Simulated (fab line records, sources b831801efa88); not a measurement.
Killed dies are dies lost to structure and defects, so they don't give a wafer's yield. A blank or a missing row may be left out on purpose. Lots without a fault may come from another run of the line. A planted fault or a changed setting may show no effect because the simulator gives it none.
Which tool did it? | flow gf180mcu | 10 lots, 30 wafers sampled, at 7 steps of a route of 602

WHAT THE GAUGES READ, wafer by wafer
GF_V4_OVL_MEAS_15. Usual: V4_OVL 0 nm, standard deviation 4.8.
lot  | measured     | on         | V4_OVL (nm) | flag
L768 | day 24 13:10 | overlay-02 | -3 -3 -11   |
L771 | day 25 15:59 | overlay-02 | 6 -1 -1     |
L772 | day 25 20:44 | overlay-01 | 2 0 1       |
L773 | day 26 10:59 | overlay-02 | -3 -4 -13   |
L775 | day 27 00:10 | overlay-02 | 2 -1 -3     |
L780 | day 28 04:50 | overlay-02 | -4 -6 -1    |
L779 | day 28 05:25 | overlay-02 | 0 -2 1      |
L787 | day 30 08:40 | overlay-01 | -5 -6 -1    |
L788 | day 30 13:07 | overlay-01 | 5 -4 5      |
L791 | day 31 06:40 | overlay-01 | -2 -5 -1    |

GF_V4_RS_MEAS_24: measures by four-point-probe. Usual: V4_W_RS 0.328 ohm/sq, standard deviation 0.0039.
lot  | measured     | on            | V4_W_RS (ohm/sq)  | flag
L768 | day 24 14:07 | film_metro-04 | 0.331 0.328 0.334 |
L771 | day 25 16:55 | film_metro-01 | 0.333 0.329 0.332 |
L772 | day 25 21:39 | film_metro-03 | 0.332 0.331 0.324 |
L773 | day 26 11:55 | film_metro-03 | 0.326 0.335 0.331 |
L775 | day 27 01:05 | film_metro-04 | 0.330 0.333 0.327 |
L780 | day 28 05:48 | film_metro-03 | 0.331 0.329 0.329 |
L779 | day 28 06:23 | film_metro-04 | 0.328 0.328 0.326 |
L787 | day 30 09:47 | film_metro-04 | 0.323 0.324 0.322 |
L788 | day 30 14:08 | film_metro-03 | 0.330 0.327 0.332 |
L791 | day 31 07:40 | film_metro-03 | 0.331 0.327 0.330 |

GF_MIM_RS_MEAS_10: measures by four-point-probe. Usual: MIM_ALCU_RS 0.1601 ohm/sq, standard deviation 0.0016.
lot  | measured     | on            | MIM_ALCU_RS (ohm/sq)                      | flag
L768 | day 24 15:01 | film_metro-04 | 0.1617 0.1619 0.1621                      |
L771 | day 25 17:49 | film_metro-02 | 0.1566 0.1588 0.1583                      |
L772 | day 25 22:32 | film_metro-02 | 0.1571 0.1613 0.1581                      |
L773 | day 26 12:56 | film_metro-04 | 0.1599 0.1620 0.1580                      |
L775 | day 27 01:59 | film_metro-02 | 0.1608 0.1605 0.1627                      |
L780 | day 28 06:41 | film_metro-02 | 0.2487 0.1580 0.1595 0.2489 0.1582 0.1592 | OFF
L779 | day 28 07:16 | film_metro-02 | 0.1583 0.1596 0.1574                      |
L787 | day 30 10:41 | film_metro-04 | 0.1619 0.1588 0.1611                      |
L788 | day 30 15:03 | film_metro-04 | 0.1592 0.1614 0.1605                      |
L791 | day 31 08:35 | film_metro-04 | 0.1602 0.1608 0.1596                      |

GF_MIM_THK_MEAS_11: measures by xrf. Usual: MIM_ALCU_THK 196.6 nm, standard deviation 2.1.
lot  | measured     | on            | MIM_ALCU_THK (nm)                   | flag
L768 | day 24 15:07 | film_metro-04 | 195.9 194.7 195.9                   |
L771 | day 25 17:55 | film_metro-02 | 199.3 197.6 197.1                   |
L772 | day 25 22:40 | film_metro-02 | 199.3 194.2 197.0                   |
L773 | day 26 13:02 | film_metro-04 | 197.6 195.4 199.9                   |
L775 | day 27 02:06 | film_metro-02 | 194.8 195.6 192.5                   |
L780 | day 28 09:10 | film_metro-02 | 128.5 197.3 196.2 128.6 196.8 196.0 | OFF
L779 | day 28 07:23 | film_metro-02 | 197.2 195.5 198.2                   |
L787 | day 30 10:47 | film_metro-04 | 195.6 198.3 195.7                   |
L788 | day 30 15:10 | film_metro-04 | 197.5 195.9 195.8                   |
L791 | day 31 08:41 | film_metro-04 | 196.8 196.6 195.9                   |

GF_M5_CD_MEAS_07: target cd 280 nm. Usual: cd_nm 279.9 nm, standard deviation 1.3.
lot  | measured     | on        | cd_nm (nm)        | flag
L768 | day 26 10:01 | cd_sem-01 | 277.2 277.8 278.0 |
L771 | day 27 12:29 | cd_sem-01 | 280.2 280.3 280.0 |
L772 | day 27 15:58 | cd_sem-01 | 283.6 282.1 283.6 |
L773 | day 28 05:59 | cd_sem-02 | 279.7 279.5 280.0 |
L775 | day 28 18:01 | cd_sem-02 | 280.0 280.0 280.5 |
L780 | day 29 20:46 | cd_sem-02 | 281.0 279.3 281.2 |
L779 | day 29 22:13 | cd_sem-01 | 280.5 278.9 279.2 |
L787 | day 31 22:11 | cd_sem-02 | 282.0 280.0 279.3 |
L788 | day 32 02:26 | cd_sem-02 | 278.3 278.9 278.7 |
L791 | day 32 18:16 | cd_sem-01 | 280.7 281.0 280.4 |

WHICH TOOL RAN EACH LOT (tool, then ch and the chambers of the sampled wafers, then the start)
lot  | GF_MIM_SPUTTER_08            | GF_MIM_METAL_ETCH_19
L768 | pvd_sputter-03, day 24 14:55 | rie_metal-01 ch 0,1, day 25 12:30
L771 | pvd_sputter-02, day 25 17:44 | rie_metal-02 ch 1, day 26 14:53
L772 | pvd_sputter-03, day 25 22:29 | rie_metal-02 ch 0,1, day 26 19:46
L773 | pvd_sputter-03, day 26 12:50 | rie_metal-01 ch 0,1, day 27 09:36
L775 | pvd_sputter-03, day 27 01:55 | rie_metal-02 ch 0,1, day 27 21:56
L780 | pvd_sputter-03, day 28 06:35 | rie_metal-02 ch 0,1, day 29 01:09
L779 | pvd_sputter-01, day 28 07:11 | rie_metal-01 ch 1, day 29 02:20
L787 | pvd_sputter-03, day 30 10:37 | rie_metal-03 ch 0,1, day 31 04:20
L788 | pvd_sputter-02, day 30 14:59 | rie_metal-02 ch 0,1, day 31 08:41
L791 | pvd_sputter-03, day 31 08:29 | rie_metal-02 ch 0,1, day 32 01:45
- GF_MIM_SPUTTER_08: material AlCu, target thk 200 nm, time 10.6 s.
- GF_MIM_METAL_ETCH_19: etches the open film in Cl2/BCl3, stops on Si3N4, target depth 324.5 nm, time 54.1 s.

WHAT THE TOOLS THEMSELVES READ (means of the sampled wafers that have a number; where no wafer has one, the mark that the record gives instead)
GF_MIM_SPUTTER_08. Usual: chamber_pressure_pa 0.3999 Pa, standard deviation 0.00083; throttle_valve_pct 29.5 %, standard deviation 0.63.
lot  | tool           | chamber_pressure_pa (Pa) | throttle_valve_pct (%) | flag
L768 | pvd_sputter-03 | 0.3994                   | 29.4                   |
L771 | pvd_sputter-02 | 0.3990                   | 29.4                   |
L772 | pvd_sputter-03 | 0.3999                   | 29.2                   |
L773 | pvd_sputter-03 | 0.3996                   | 29.2                   |
L775 | pvd_sputter-03 | 0.4004                   | 29.2                   |
L780 | pvd_sputter-03 | 0.3991                   | 29.2                   |
L779 | pvd_sputter-01 | 0.3990                   | 29.6                   |
L787 | pvd_sputter-03 | 0.3993                   | 29.1                   |
L788 | pvd_sputter-02 | 0.3994                   | 29.8                   |
L791 | pvd_sputter-03 | 0.4003                   | 28.9                   |

GF_MIM_METAL_ETCH_19. Usual: drypump_motor_current_A 5.95 A, standard deviation 0.21; oes_product_au 0.941 a.u., standard deviation 0.0064; throttle_valve_pct 28.283 %, standard deviation 0.0095.
lot  | tool         | drypump_motor_current_A (A) | oes_product_au (a.u.) | throttle_valve_pct (%) | flag
L768 | rie_metal-01 | 5.56                        | 0.936                 | 28.291                 |
L771 | rie_metal-02 | 5.97                        | 0.942                 | 28.270                 |
L772 | rie_metal-02 | 6.03                        | 0.942                 | 28.271                 |
L773 | rie_metal-01 | 5.54                        | 0.951                 | 28.289                 |
L775 | rie_metal-02 | 6.02                        | 0.934                 | 28.284                 |
L780 | rie_metal-02 | 6.04                        | 0.897                 | 28.332                 | OFF
L779 | rie_metal-01 | 5.46                        | 0.939                 | 28.283                 |
L787 | rie_metal-03 | 6.10                        | 0.943                 | 28.283                 |
L788 | rie_metal-02 | 6.00                        | 0.936                 | 28.293                 |
L791 | rie_metal-02 | 6.04                        | 0.946                 | 28.282                 |

THE ANSWER, worked out from the rows above alone
Rule: a lot is off if the mean of its wafers that have a number lies more than 3 standard deviations from the usual mean. A lot without any number at a reading at which 4 lots or more have one is off too. The other lots that the step has rows for count as sound. The gauges are gone through in route order, then the tools' own readings, and for those a lot's mean is taken as printed above. The first step at which some lot is off is used, and at that step the reading that is off furthest; a lot without a number counts as furthest.
Off: L780, at GF_MIM_RS_MEAS_10 (MIM_ALCU_RS).
A tool fits if, at a process step before that reading, it ran every lot that is off, and no sound lot after the first of them. The gauges at GF_MIM_RS_MEAS_10 aren't tried: what is off there is off at GF_MIM_METAL_ETCH_19 too, on other tools, and a gauge's error can't cause that. None of those tried fits.

WHAT THE SIMULATOR HAD PUT IN
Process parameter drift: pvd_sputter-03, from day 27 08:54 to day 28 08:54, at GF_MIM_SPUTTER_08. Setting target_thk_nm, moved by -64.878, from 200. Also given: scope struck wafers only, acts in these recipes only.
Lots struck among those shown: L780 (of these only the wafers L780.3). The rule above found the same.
